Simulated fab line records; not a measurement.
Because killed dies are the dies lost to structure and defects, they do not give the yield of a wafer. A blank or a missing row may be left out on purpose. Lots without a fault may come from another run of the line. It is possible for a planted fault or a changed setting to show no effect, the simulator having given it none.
The same fault as seen by 2 desks	flow gf180mcu	numbers are kept per desk, each desk with only its own; the story behind them comes last

AT THE TOOL OWNER'S DESK: pvd-sputter-02
At GF_V1_SPUTTER_22 (material TiN, target thk 10 nm, time 40 s) the tool's own readings: per lot run on this tool, the mean of the sampled wafers that have a number. If a lot's mean is further than 4 standard deviations from the usual mean, the lot is out of limits and carries the mark OUT (the distance appears in the brackets).
Columns: A = cathode-dc-power-W at GF_V1_SPUTTER_22, usual 4000.0 W; B = throttle-valve-pct at GF_V1_SPUTTER_22, usual 29.6 %
lot	first seen here	A	B
L657	day 18 20:32	4000.1	29.1
L665	day 22 00:43	4000.3	29.6
L668	day 23 01:49	4000.5	30.1
Result from this desk: across the 3 lots, nothing is out of limits.

THE METROLOGY DESK
What the gauges read for every lot (on any tool): the sampled wafers with a number, averaged. If a lot's mean is further than 4 standard deviations from the usual mean, the lot is out of limits and carries the mark OUT (the distance appears in the brackets).
Columns: A = cd-nm at GF_V1_CD_MEAS_14, usual 260.4 nm; B = V1_OVL at GF_V1_OVL_MEAS_15, usual -4 nm
lot	first seen here	A	B
L657	day 18 19:41	261.1	-13
L660	day 20 02:19	259.5	-7
L665	day 21 23:52	260.0	1
L668	day 23 00:58	259.8	-6
L670	day 23 13:38	260.1	-4
L677	day 25 16:42	260.3	-4
Result from this desk: across the 6 lots, nothing is out of limits.

TAKEN TOGETHER
The desk of the tool owner found nothing out of limits.
From the metrology desk's view, nothing was out of limits.

WHAT THE SIMULATOR HAD INSERTED
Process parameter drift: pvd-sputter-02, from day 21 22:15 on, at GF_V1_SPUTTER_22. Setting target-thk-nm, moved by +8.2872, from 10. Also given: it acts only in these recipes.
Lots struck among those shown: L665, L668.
